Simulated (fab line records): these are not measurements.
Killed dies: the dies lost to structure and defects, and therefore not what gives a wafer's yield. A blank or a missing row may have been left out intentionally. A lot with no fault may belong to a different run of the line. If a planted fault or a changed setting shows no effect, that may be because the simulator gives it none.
Chamber matching ; flow gf180mcu ; GF_V5_ETCH_16 on rie diel-02 has 4 sister chambers
The step etches BARC in N2/H2. 4 wafers are shown with their chamber, then 11 later ones without.

## WAFERS, EACH WITH ITS CHAMBER
wafer;chamber;drypump motor current A (A)
L086.1;0;6.6
L086.3;3;5.2
L086.4;2;5.8
L088.1;1;5.2

## WAFERS MISSING THEIR CHAMBER
wafer;drypump motor current A (A)
L088.2;5.1
L088.5;5.2
L091.2;6.5
L091.5;5.1
L091.6;5.8
L092.1;5.2
L092.2;6.6
L092.6;6.6
L095.2;5.9
L095.5;6.6
L095.6;5.2

## EACH ONE'S CHAMBER
wafer;from the rows above;in truth
L088.2;can't be placed: 1 or 3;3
L088.5;can't be placed: 1 or 3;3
L091.2;0;0
L091.5;can't be placed: 1 or 3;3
L091.6;2;2
L092.1;can't be placed: 1 or 3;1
L092.2;0;0
L092.6;0;0
L095.2;2;2
L095.5;0;0
L095.6;can't be placed: 1 or 3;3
Correctly placed: 6 of 11. Cannot be placed on the basis of these rows: 5; the candidates contain the true chamber in 5. 0 placed wrongly.
How it was worked out, from the rows above alone: a wafer's distance from a chamber is the root of the sum, over the readings, of the square of ((its reading less the chamber's mean) divided by the reading's scatter). If the next closest chamber is less than 2 further off than the closest, the wafer can't be placed; otherwise it belongs to the closest. The mean given for a chamber averages the wafers shown for that chamber. The scatter: with one shown wafer a chamber, the root of the mean of the squares of how far each hidden wafer lies from its nearest shown one.
